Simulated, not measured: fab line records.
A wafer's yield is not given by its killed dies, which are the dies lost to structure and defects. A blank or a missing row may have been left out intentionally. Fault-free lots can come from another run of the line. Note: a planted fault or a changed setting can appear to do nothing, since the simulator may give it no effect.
One fault seen from 2 desks ; flow gf180mcu ; only its own numbers are on each desk; what lay behind them is given at the end

## FOR THE TOOL OWNER'S DESK: pvd-sputter-03
The tool's own readings at GF_M3_SPUTTER_01 (material TiN, target thk 30 nm, time 25.44 s): means of the sampled wafers that have a number, for each lot that ran on this tool. The brackets show how far a lot's mean lies from the usual mean; more than 4 standard deviations puts the lot out of limits, marked OUT.
Columns: A = throttle-valve-pct at GF_M3_SPUTTER_01, usual 30.0 %
lot;first seen here;A
L784;day 23 07:37;28.7
L785;day 23 21:29;29.8
L794;day 26 19:50;29.4
Result from this desk: across the 3 lots, nothing is out of limits.

## THE METROLOGY DESK
Lot by lot, what the gauges showed, no matter which tool ran the lot: averages of those sampled wafers that carry a number. The brackets show how far a lot's mean lies from the usual mean; more than 4 standard deviations puts the lot out of limits, marked OUT.
Columns: A = V2_W_RS at GF_V2_RS_MEAS_24, usual 0.327 ohm/sq; B = V2_W_THK at GF_V2_THK_MEAS_25, usual 365 nm
lot;first seen here;A;B
L777;day 20 13:29;0.321;373
L784;day 23 07:03;0.326;362
L785;day 23 20:54;0.327;367
L794;day 26 19:15;0.331;361
L795;day 27 09:52;0.330;359
L797;day 27 18:39;0.331;364
Result from this desk: across the 6 lots, nothing is out of limits.

## PUT TOGETHER
Nothing out of limits was seen by the tool owner's desk.
The metrology desk saw nothing out of limits.

## WHAT THE SIMULATOR HAD INSERTED
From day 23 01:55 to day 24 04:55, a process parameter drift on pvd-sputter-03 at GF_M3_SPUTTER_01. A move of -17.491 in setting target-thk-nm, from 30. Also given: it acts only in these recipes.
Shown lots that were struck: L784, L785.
